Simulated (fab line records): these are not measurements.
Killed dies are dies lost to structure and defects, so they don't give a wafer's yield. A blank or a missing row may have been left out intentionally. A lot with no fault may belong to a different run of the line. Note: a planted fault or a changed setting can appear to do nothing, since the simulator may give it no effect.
Split-lot trial | flow sfq-line | on a route of 325 steps: 5 lots, 23 wafers read

## THE SPLIT
At SFQ_TRILAYER_M2_LITHO_EXPOSE_058 (exposes mask M2, target cd 500 nm), the setting dose-mj was moved away from the recipe's 14.4 on 9 of the 23 wafers read, by -6.2% to +7.4%. This setting was run at the recipe's value on the other wafers.

## FROM THE SPLIT TO THE READING: what the file shows between them, 3 steps
- SFQ_TRILAYER_M2_LITHO_PEB_060: peb time 61.6 s
- SFQ_TRILAYER_M2_LITHO_DEVELOP_059: time 60 s
- SFQ_TRILAYER_M2_BARC_OPEN_METAL_ETCH_077: etches BARC in O2, target depth 125 nm, time 41.7 s

## THE READING
M2.cd-nm (the simulator's own value, which no gauge read), in nm, at SFQ_TRILAYER_M2_ETCH_METAL_ETCH_060 (etches Nb in Cl2/Ar, stops on SiO2, target depth 240 nm, time 120 s). The file does not state a usual value for it. The 14 wafers here that ran the recipe average 498.6 nm, standard deviation 1.7 nm.

wafer  | tool, chamber at the split | dose-mj as run | against the recipe | M2.cd-nm, nm | against lot-mates on the recipe
L074.1 | krf-scanner-01, 0          | 14.4           | recipe             | 500.5        | -
L074.2 | krf-scanner-01, 0          | 15.06          | +4.6%              | 494.5        | -7.3
L074.3 | krf-scanner-01, 0          | 15.06          | +4.6%              | 493.1        | -8.7
L074.4 | krf-scanner-01, 0          | 15.06          | +4.6%              | 493          | -8.8
L074.5 | krf-scanner-01, 0          | 14.4           | recipe             | 503.1        | -
L077.1 | krf-scanner-01, 0          | 14.4           | recipe             | 498.1        | -
L077.4 | krf-scanner-01, 0          | 14.4           | recipe             | 498.3        | -
L077.5 | krf-scanner-01, 0          | 14.4           | recipe             | 497.2        | -
L082.1 | krf-scanner-01, 0          | 14.4           | recipe             | 495.6        | -
L082.2 | krf-scanner-01, 0          | 15.46          | +7.4%              | 487.5        | -10.3
L082.3 | krf-scanner-01, 0          | 15.46          | +7.4%              | 486.5        | -11.3
L082.4 | krf-scanner-01, 0          | 14.4           | recipe             | 500          | -
L082.5 | krf-scanner-01, 0          | 15.46          | +7.4%              | 487.9        | -9.9
L084.1 | krf-scanner-01, 0          | 14.4           | recipe             | 498.1        | -
L084.4 | krf-scanner-01, 0          | 14.4           | recipe             | 498.1        | -
L084.3 | krf-scanner-01, 0          | 14.4           | recipe             | 498.9        | -
L084.5 | krf-scanner-01, 0          | 14.4           | recipe             | 498.2        | -
L084.6 | krf-scanner-01, 0          | 14.4           | recipe             | 498.8        | -
L085.1 | krf-scanner-01, 0          | 14.4           | recipe             | 496.6        | -
L085.2 | krf-scanner-01, 0          | 13.5           | -6.2%              | 508          | +10.5
L085.3 | krf-scanner-01, 0          | 13.5           | -6.2%              | 505.9        | +8.4
L085.4 | krf-scanner-01, 0          | 14.4           | recipe             | 498.3        | -
L085.6 | krf-scanner-01, 0          | 13.5           | -6.2%              | 508.1        | +10.6

FIT RESULTS
A straight line over all 23 wafers: M2.cd-nm changes by -1.41 nm for each +1% of dose-mj; r = -0.96; the points scatter about the line by 1.6 nm.
The same after taking each lot's own level away (the mean of its wafers on the recipe; 23 wafers): -1.55 nm for each +1%; r = -0.98; scatter 1.2 nm.
That fit puts the effect of the largest move of dose-mj on the reading at 11 nm.
From 497.45 to 501.80 nm: that is the span of the lots' own levels, equal to 2.5 times the standard deviation above.
Consequently the slope shifts little with the lot-to-lot level, the two slopes agreeing.
Check: -11.6 nm against its lot-mates is what the line predicts for one of the wafers moved furthest among these (+7.4%) when that wafer is left out of the fit. Against them it came out at -10.3 nm.

## OTHER SPLITS ON THESE WAFERS
Note: prior to the reading, these wafers also went through further splits. Each is held against what the fit with the lots' levels taken away leaves over:
other split on the same wafers                    | wafers away from the commonest value | r with M2.cd-nm (lot level and that fit taken away)
SFQ_TRILAYER_M1_LITHO_EXPOSE_040 dose-mj          | 5                                    | -0.14
SFQ_TRILAYER_I1_CMP_CMP_046 leave-above-ref-nm    | 10                                   | -0.11
SFQ_TRILAYER_I1_VIA_BARC_OPEN_VIA_ETCH_071 bias-w | 5                                    | +0.02

## THE WHOLE CHAIN: every reading that the file lists as answering this split, in the file's order
step                                     | what it does                                                        | reading                                                   | change (the file's fit)              | r (the file's)
SFQ_TRILAYER_M2_BARC_OPEN_METAL_ETCH_077 | etches BARC in O2, target depth 125 nm, time 41.7 s                 | M2.cd-nm (the simulator's own value, which no gauge read) | -1.52 nm for each +1% of the setting | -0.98
SFQ_TRILAYER_M2_ETCH_METAL_ETCH_060      | etches Nb in Cl2/Ar, stops on SiO2, target depth 240 nm, time 120 s | M2.cd-nm (the simulator's own value, which no gauge read) | -1.55 nm for each +1% of the setting | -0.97

## THE FILE'S OWN FIT
M2.cd-nm changes by -1.55 nm for each +1% of dose-mj, r = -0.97.
